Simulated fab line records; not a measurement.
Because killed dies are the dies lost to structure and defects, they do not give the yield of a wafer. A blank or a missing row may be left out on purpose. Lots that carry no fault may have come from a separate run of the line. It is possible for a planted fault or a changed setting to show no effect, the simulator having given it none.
8D (eight disciplines) problem report, filled in by code -- flow gf180mcu -- the parts of the form that need people (team, actions taken, sign-off) are left out

1. THE ISSUE
Wafers without a fault read 420.4 nm, standard deviation 1.7; cd_nm at GF_SAB_CD_MEAS_09 reads a mean of 428.5 nm on 6 wafers belonging to 2 lots. That is +4.8 standard deviations from the usual mean.
The step: target cd 420 nm.
First seen on wafer L232.4, day 21 16:46, on cd_sem-02. The record has a number at this step for 36 wafers belonging to 12 lots. Rule for "out" (also "out of limits"): further than 4 standard deviations from the usual mean. The rest of the wafers with a number are treated as sound.

2. WHAT THIS IS AND IS NOT
question,is,is not
which readings at this step,cd_nm,-
which lots,"L232, L233","L214, L215, L217, L218, L220, L221, L222, L223, L225, L235"
which wafers of those lots,all that have a number,-
read on which gauges,"cd_sem-01, cd_sem-02",-
when,from day 21 16:46,up to then (27 sound wafers); but 3 sound wafers of L235 came after

3. THE SUSPECTS, EACH WITH WHAT RULES IT OUT
Counting: a tool stays on the suspect list if, at a process step up to the reading, it processed all lots that are out and no sound lot following the first of them.
- ruled out: the gauge at GF_SAB_CD_MEAS_09. Those wafers that are out were read across 2 gauges (cd_sem-01, cd_sem-02).
- rtp_anneal-01 at GF_PSD_RTA_13 (time 20 s): ruled out as a lasting fault. Sound lots L235 ran on it after its first lot that is out, L232 (day 20 16:07).
- litho_track-02 at GF_SAB_COAT_04 (resist thk 1000 nm): kept. All lots that are out passed through it, beginning with L232 at day 21 04:04, and no sound lot followed; its final sound lot before that point was L215 at day 14 20:02.
Remaining after the count: litho_track-02 at GF_SAB_COAT_04.

4. THE CAUSE (what the simulator had put in)
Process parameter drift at GF_SAB_COAT_04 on litho_track-02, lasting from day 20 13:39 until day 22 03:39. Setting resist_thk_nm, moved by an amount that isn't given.
The count eliminated every tool but this one.

5. THE EFFECT CHAIN, in route order
Each row: a reading whose mean over the struck wafers that have a number lies more than 3 standard deviations from the usual. Only readings whose record carries a usual standard deviation are examined. hours: median over the lots of the time between each lot's start at the first step of this table that gives one and its start at this step. sigmas: the change, counted in usual standard deviations.
hours,step,reading,usual,on struck wafers,change,sigmas
0,GF_SAB_CD_MEAS_09,cd_nm,420.4 nm,428.5,+8.1,+4.8
6,GF_SAB_STRIP_13,strip_time_to_endpoint_s,12.60 s,13.45,+0.85,+24
Here are the process steps it includes:
- GF_SAB_STRIP_13: strips in O2/N2.
Later steps that measure or inspect, where all struck wafers having a row at the step show a number for every such reading and not one has moved that far: GF_SALICIDE_RS_MEAS_04.

6. WHAT WOULD HAVE CAUGHT IT SOONER
27 hours passed between the start of the fault at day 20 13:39 and the first reading out of limits at a measuring or inspecting step in this record, taken at day 21 16:46.
By day 21 16:46, every lot that is out (2) had started GF_SAB_COAT_04 on litho_track-02. A hold on the tool at that time would have spared none of them.
